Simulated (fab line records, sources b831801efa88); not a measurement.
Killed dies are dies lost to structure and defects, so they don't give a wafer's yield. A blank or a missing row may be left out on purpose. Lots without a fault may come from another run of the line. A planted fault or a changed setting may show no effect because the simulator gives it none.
Split-lot experiment | flow sky130 | 5 lots, 23 wafers read, on a route of 708 steps

THE SPLIT
At SKY_POLY_GATE_COAT_08 (resist thk 450 nm), the setting resist_thk_nm was moved away from the recipe's 450 nm on 5 of the 23 wafers read, by -4.1% to +3.2%. The other wafers ran this setting at the recipe's value.

The reading is taken at the split's own step.

THE READING
KrF-thick_of_POLY_GATE_COAT_08.thk_nm (the simulator's own value, which no gauge read), in nm, at SKY_POLY_GATE_COAT_08 (resist thk 450 nm). The file gives no usual value for it. The 18 wafers here that ran the recipe average 449.9 nm, standard deviation 1.3 nm.

wafer  | tool, chamber at the split | resist_thk_nm as run, nm | against the recipe | KrF-thick_of_POLY_GATE_COAT_08.thk_nm, nm | against lot-mates on the recipe
L077.1 | litho_track-04, 0          | 450                      | recipe             | 448.4                                     | -
L077.4 | litho_track-04, 0          | 450                      | recipe             | 449                                       | -
L077.6 | litho_track-04, 0          | 450                      | recipe             | 449.2                                     | -
L078.1 | litho_track-04, 0          | 450                      | recipe             | 449.4                                     | -
L078.2 | litho_track-04, 0          | 450                      | recipe             | 449.7                                     | -
L078.4 | litho_track-04, 0          | 450                      | recipe             | 449.8                                     | -
L078.5 | litho_track-04, 0          | 450                      | recipe             | 449                                       | -
L078.6 | litho_track-04, 0          | 450                      | recipe             | 449.6                                     | -
L081.1 | litho_track-02, 0          | 450                      | recipe             | 452.1                                     | -
L081.2 | litho_track-02, 0          | 450                      | recipe             | 452                                       | -
L081.3 | litho_track-02, 0          | 450                      | recipe             | 450.8                                     | -
L081.4 | litho_track-02, 0          | 450                      | recipe             | 451.6                                     | -
L081.5 | litho_track-02, 0          | 450                      | recipe             | 451.9                                     | -
L082.2 | litho_track-04, 0          | 450                      | recipe             | 448.8                                     | -
L082.4 | litho_track-04, 0          | 450                      | recipe             | 448.8                                     | -
L082.3 | litho_track-04, 0          | 450                      | recipe             | 448                                       | -
L082.5 | litho_track-04, 0          | 464.6                    | +3.2%              | 464.9                                     | +16.4
L082.6 | litho_track-04, 0          | 464.6                    | +3.2%              | 462.9                                     | +14.4
L083.1 | litho_track-04, 0          | 450                      | recipe             | 449.3                                     | -
L083.3 | litho_track-04, 0          | 431.4                    | -4.1%              | 430.9                                     | -19.0
L083.4 | litho_track-04, 0          | 431.4                    | -4.1%              | 430.9                                     | -19.0
L083.5 | litho_track-04, 0          | 450                      | recipe             | 450.4                                     | -
L083.6 | litho_track-04, 0          | 431.4                    | -4.1%              | 432.2                                     | -17.7

THE FIT
A straight line over all 23 wafers: KrF-thick_of_POLY_GATE_COAT_08.thk_nm changes by +4.43 nm for each +1% of resist_thk_nm; r = +0.99; the points scatter about the line by 1.2 nm.
The same after taking each lot's own level away (the mean of its wafers on the recipe; 23 wafers): +4.56 nm for each +1%; r = +1.00; scatter 0.57 nm.
On that fit, the largest move of resist_thk_nm shifts the reading by 19 nm.
The lots' own levels span 448.53 to 451.68 nm, that is 2.5 times the standard deviation above.
So the lot-to-lot level changes the slope little: the two slopes agree.
Check: with one of the wafers moved furthest among these (-4.1%) left out of the fit, the line predicts -18.7 nm for it against its lot-mates. It came out at -19 nm against them.

OTHER SPLITS ON THESE WAFERS
These wafers also went through other splits before the reading. Each is held against what the fit with the lots' levels taken away leaves over:
other split on the same wafers         | wafers away from the commonest value | r with KrF-thick_of_POLY_GATE_COAT_08.thk_nm (lot level and that fit taken away)
SKY_VT_ADJUST_HVTR_EXPOSE_04 dose_mj   | 7                                    | +0.00
SKY_VT_ADJUST_PCH_IMPLANT_08 dose_cm2  | 9                                    | +0.01
SKY_SONOS_TUNNEL_IMPLANT_09 energy_kev | 4                                    | +0.46
SKY_SONOS_ONO_OXIDATION_00 ox_time_s   | 15                                   | +0.01
SKY_SONOS_ONO_DEVELOP_12 dev_temp_c    | 4                                    | -0.12
SKY_GATE_OXIDE_IMPLANT_11 dose_cm2     | 7                                    | +0.24
SKY_POLY_GATE_CVD_00 pressure_mtorr    | 18                                   | +0.09

THE FILE'S OWN FIT
KrF-thick_of_POLY_GATE_COAT_08.thk_nm changes by +4.57 nm for each +1% of resist_thk_nm, r = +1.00.
